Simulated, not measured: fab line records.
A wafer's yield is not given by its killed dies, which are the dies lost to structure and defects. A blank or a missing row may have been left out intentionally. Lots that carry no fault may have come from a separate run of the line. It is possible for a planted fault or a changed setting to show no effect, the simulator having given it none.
fab line records	flow sky130
record: lots: 14	wafers: 40	last_day: 50
route steps=708 shown VT_ADJUST_LVTN@107 VT_ADJUST_HVTR@138 SONOS_ONO@178 GATE_OXIDE@197
lots that met no fault: from a run of the same line without faults
start_h: the number of hours between the record's first day and the start of the first shown wafer of the lot	wait_h: time in hours since the lot's previous step	" identical to the entry in the row above	L1.1+2: a single row standing in for several wafers	- value missing, or start not given	* or withheld: withheld	< > ~ a bound
route shown NAME@n: names a module that has steps shown in the file, with the first one's number in the route	usual: average and standard deviation across the fault-free wafers	same: alike in all rows	chamber/n: place in a boat	sites: each site's reading	_std_site: the values' standard deviation	_edge_site: the outer-site mean with the inner-site mean subtracted	radius_mm: for every site, how far away it sits from the centre of the wafer	mask NAME#n: copy n	behind: the most recent tool/chamber to have shaped the wafer	hold: why the lot went on hold/how many hours it stayed there/how the hold came to an end	device: the n, p or np transistor that did not switch	end of line: the same wafers' tests at the end of the route	a step given without rows: its recipe and nothing more	killed: dies that structure and defects cost at the first sort, which is not the same as the wafer's yield	map: dies across one wafer; x = killed, . = not, _ = none there
set.NAME: the setting the step ran with; set.NAME@STEP: the setting that earlier step ran with	model.NAME: the simulator's own value behind a step, which no gauge read
a sample of lots followed through the steps of the route, with each step as a table and each wafer as a row
services: a tool's chamber out of use, with start hour (start_h, from the record's first day; less than 0 if before it), hours out, and reason
== steps ==
step: SKY_VT_ADJUST_LVTN_TW_MEAS_10
usual: VT_ADJUST_LVTN_TW: 241.3/1.9
lot.wafer	tool	chamber	start_h	wait_h	VT_ADJUST_LVTN_TW
L544.1	film_metro-04	-	141.28	0.1	243.6
L544.4	"	-	"	"	244.3
L544.5	"	-	"	"	243.3
L545.1	film_metro-02	-	148.06	0.1	240.8
L545.5	"	-	"	"	241.3
L545.6	"	-	"	"	242.2
L546.4	film_metro-03	-	151.84	0.1	237.4
L546.5	"	-	"	"	238.0
L546.6	"	-	"	"	238.7
L547.4	film_metro-04	-	155.55	0.1	242.1
L547.5	"	-	"	"	243.0
L547.6	"	-	"	"	243.3
L548.3	film_metro-02	-	165.28	0.1	241.9
L548.5	"	-	"	"	242.2
L548.6	"	-	"	"	241.0
L549.2	film_metro-04	-	173.57	0.1	243.1
L549.5	"	-	"	"	241.6
L552.2	film_metro-02	-	194.18	0.1	240.6
L552.6	"	-	"	"	240.9
L560.1	film_metro-02	-	248.71	0.1	241.7
L560.2	"	-	"	"	240.5
L560.5	"	-	"	"	239.8
L561.3	film_metro-02	-	253.53	0.1	240.3
L561.5	"	-	"	"	240.4
L561.6	"	-	"	"	240.2
L562.2	film_metro-04	-	261.48	0.1	242.2
L562.4	"	-	"	"	244.3
L562.5	"	-	"	"	242.3
L564.1	film_metro-02	-	276.07	0.1	242.0
L564.3	"	-	"	"	242.3
L564.5	"	-	"	"	241.0
L565.1	film_metro-02	-	282.16	0.1	241.7
L565.3	"	-	"	"	240.4
L565.6	"	-	"	"	242.4
L566.2	film_metro-02	-	289.52	0.1	241.2
L566.4	"	-	"	"	240.6
L566.6	"	-	"	"	241.3
L567.1	film_metro-02	-	290.46	0.1	242.3
L567.3	"	-	"	"	241.8
L567.6	"	-	"	"	243.0
step: SKY_VT_ADJUST_HVTR_CD_MEAS_07
recipe: target_cd_nm: 380
usual: cd_nm: 380.4/2.5
lot.wafer	tool	chamber	start_h	wait_h	cd_nm
L544.1	cd_sem-02	-	203.38	0.1	381.1
L544.4	"	-	"	"	384.4
L544.5	"	-	"	"	385.1
L545.1	cd_sem-01	-	210.14	0.1	381.8
L545.5	"	-	"	"	384.0
L545.6	"	-	"	"	382.5
L546.4	cd_sem-02	-	215.20	0.1	380.3
L546.5	"	-	"	"	381.9
L546.6	"	-	"	"	381.1
L547.4	cd_sem-02	-	219.07	0.1	379.1
L547.5	"	-	"	"	377.4
L547.6	"	-	"	"	377.4
L548.3	cd_sem-02	-	229.70	0.1	374.9
L548.5	"	-	"	"	376.1
L548.6	"	-	"	"	377.0
L549.2	cd_sem-02	-	239.46	0.1	381.0
L549.5	"	-	"	"	381.6
L552.2	cd_sem-02	-	263.48	0.1	380.7
L552.6	"	-	"	"	383.3
L560.1	cd_sem-02	-	322.74	0.1	381.8
L560.2	"	-	"	"	381.1
L560.5	"	-	"	"	383.8
L561.3	cd_sem-01	-	327.43	0.1	379.8
L561.5	"	-	"	"	381.2
L561.6	"	-	"	"	379.8
L562.2	cd_sem-02	-	336.55	0.1	377.2
L562.4	"	-	"	"	378.3
L562.5	"	-	"	"	377.8
L564.1	cd_sem-01	-	352.71	0.1	379.6
L564.3	"	-	"	"	381.2
L564.5	"	-	"	"	376.6
L565.1	cd_sem-02	-	360.61	0.1	382.2
L565.3	"	-	"	"	378.9
L565.6	"	-	"	"	381.9
L566.2	cd_sem-02	-	367.46	0.1	379.3
L566.4	"	-	"	"	379.7
L566.6	"	-	"	"	379.6
L567.1	cd_sem-01	-	369.21	0.1	380.3
L567.3	"	-	"	"	380.0
L567.6	"	-	"	"	380.9
step: SKY_SONOS_ONO_EXPOSE_10
recipe: mask_id: ONOM	target_cd_nm: 410	na: 0.6	source_shape: conventional	sigma_outer: 0.6	dose_mj: 150
lot.wafer	tool	chamber	start_h	wait_h	mask
L544.1+4+5	iline_stepper-02	0	266.02	-	ONOM#0
L545.1+5+6	iline_stepper-01	0	273.58	-	ONOM#0
L546.4+5+6	iline_stepper-01	0	279.27	-	ONOM#0
L547.4+5+6	iline_stepper-01	0	284.28	-	ONOM#0
L548.3+5+6	iline_stepper-01	0	296.31	-	ONOM#0
L549.2+5	iline_stepper-01	0	307.43	-	ONOM#0
L552.2+6	iline_stepper-01	0	335.11	-	ONOM#0
L560.1+2+5	iline_stepper-02	0	396.21	-	ONOM#0
L561.3+5+6	iline_stepper-02	0	404.07	-	ONOM#0
L562.2+4+5	iline_stepper-02	0	413.83	-	ONOM#0
L564.1+3+5	iline_stepper-01	0	431.27	-	ONOM#0
L565.1+3+6	iline_stepper-01	0	440.96	-	ONOM#0
L566.2+4+6	iline_stepper-01	0	444.78	-	ONOM#0
L567.1+3+6	iline_stepper-01	0	447.58	-	ONOM#0
step: SKY_SONOS_ONO_CD_MEAS_13
recipe: target_cd_nm: 410
usual: cd_nm: 409.9/2.2
lot.wafer	tool	chamber	start_h	wait_h	cd_nm
L544.1	cd_sem-02	-	277.87	0.1	412.6
L544.4	"	-	"	"	413.1
L544.5	"	-	"	"	414.2
L545.1	cd_sem-02	-	285.56	0.1	410.9
L545.5	"	-	"	"	410.8
L545.6	"	-	"	"	409.6
L546.4	cd_sem-01	-	291.13	0.1	407.7
L546.5	"	-	"	"	407.9
L546.6	"	-	"	"	408.1
L547.4	cd_sem-02	-	296.82	0.1	407.3
L547.5	"	-	"	"	406.7
L547.6	"	-	"	"	408.0
L548.3	cd_sem-02	-	308.77	0.1	409.5
L548.5	"	-	"	"	407.0
L548.6	"	-	"	"	408.5
L549.2	cd_sem-02	-	318.70	0.1	312.8
L549.5	"	-	"	"	408.1
L552.2	cd_sem-02	-	349.13	0.1	316.3
L552.6	"	-	"	"	314.6
L560.1	cd_sem-02	-	410.71	0.1	410.5
L560.2	"	-	"	"	408.9
L560.5	"	-	"	"	409.8
L561.3	cd_sem-01	-	418.50	0.1	410.4
L561.5	"	-	"	"	408.9
L561.6	"	-	"	"	410.8
L562.2	cd_sem-02	-	427.73	0.1	409.5
L562.4	"	-	"	"	409.8
L562.5	"	-	"	"	411.8
L564.1	cd_sem-02	-	446.63	0.1	411.8
L564.3	"	-	"	"	410.4
L564.5	"	-	"	"	411.8
L565.1	cd_sem-01	-	455.98	0.1	412.9
L565.3	"	-	"	"	411.3
L565.6	"	-	"	"	412.4
L566.2	cd_sem-02	-	459.74	0.1	404.5
L566.4	"	-	"	"	406.0
L566.6	"	-	"	"	405.1
L567.1	cd_sem-01	-	461.97	0.1	411.7
L567.3	"	-	"	"	411.1
L567.6	"	-	"	"	409.9
step: SKY_GATE_OXIDE_OVL_MEAS_10
usual: GATE_OXIDE_OVL: -0.2/1.4
lot.wafer	tool	chamber	start_h	wait_h	GATE_OXIDE_OVL[nm]
L544.1	overlay-01	-	305.16	0.1	2.4
L544.4	"	-	"	"	0.5
L544.5	"	-	"	"	1.5
L545.1	overlay-02	-	313.39	0.1	2.0
L545.5	"	-	"	"	-0.3
L545.6	"	-	"	"	-0.2
L546.4	overlay-02	-	317.67	0.1	-1.3
L546.5	"	-	"	"	-1.8
L546.6	"	-	"	"	-3.4
L547.4	overlay-01	-	324.60	0.1	0.7
L547.5	"	-	"	"	-1.3
L547.6	"	-	"	"	-0.7
L548.3	overlay-01	-	336.84	0.1	-0.8
L548.5	"	-	"	"	0.4
L548.6	"	-	"	"	-2.2
L549.5	overlay-02	-	349.06	0.0	2.2
L560.1	overlay-02	-	444.63	0.1	2.5
L560.2	"	-	"	"	2.0
L560.5	"	-	"	"	1.9
L561.3	overlay-02	-	451.32	0.1	-0.1
L561.5	"	-	"	"	0.6
L561.6	"	-	"	"	0.0
L562.2	overlay-01	-	461.66	0.1	0.0
L562.4	"	-	"	"	-1.3
L562.5	"	-	"	"	-2.0
L564.1	overlay-01	-	481.79	0.1	-2.2
L564.3	"	-	"	"	1.1
L564.5	"	-	"	"	-0.1
L565.1	overlay-02	-	494.11	0.1	0.5
L565.3	"	-	"	"	-1.7
L565.6	"	-	"	"	-0.5
L566.2	overlay-01	-	494.39	0.1	-1.2
L566.4	"	-	"	"	-2.9
L566.6	"	-	"	"	-3.0
L567.1	overlay-02	-	494.41	0.1	-1.5
L567.3	"	-	"	"	-0.2
L567.6	"	-	"	"	-1.5
== services ==
tool	chamber	start_h	hours	kind
iline_stepper-02	0	282.42	-	calibration
iline_stepper-01	-	304.35	1.7	pm
iline_stepper-02	-	339.56	1.0	repair
iline_stepper-01	-	378.22	2.6	repair
iline_stepper-02	-	380.90	1.7	pm
iline_stepper-01	0	402.98	-	calibration
== key ==
first_sign: step: SKY_SONOS_ONO_CD_MEAS_13	reading: cd_nm	direction: down	sigmas: 43	usual: 409.9	struck: 314.6
effect none on later readings
met_at SKY_SONOS_ONO_EXPOSE_10
struck_lots L549,L552
struck_wafers L549.2,L552.2,L552.6
later_rows_left_out L549.2,L552.2,L552.6
sort_left_out L549.2,L552.2,L552.6
tester_left_out L549,L552
not_acting_at SKY_VT_ADJUST_LVTN_TW_MEAS_10,SKY_VT_ADJUST_HVTR_CD_MEAS_07,SKY_GATE_OXIDE_OVL_MEAS_10
onset_between 296.31 307.43
fault: kind: process_parameter_drift	tool: iline_stepper-01	chamber: -	onset_h: 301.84	steps: SKY_SONOS_ONO_EXPOSE_10	channel: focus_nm	offset: 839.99	shape: step	end_h: 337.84	scope: struck_wafers_only
tester_left_out: of these lots the tester's yield and bins aren't shown, on N5 and GAA mostly nor the transistor test; their killed dies are dies lost to structure and defects alone, not to doping, threshold or leakage, so they don't give the yield
sort_left_out: the simulated sort isn't trusted on such a fault, so these wafers' sort isn't shown, and their yield isn't known
later_rows_left_out: the simulator's readings of these wafers behind a module that went badly wrong aren't trusted and aren't shown, but for the sort
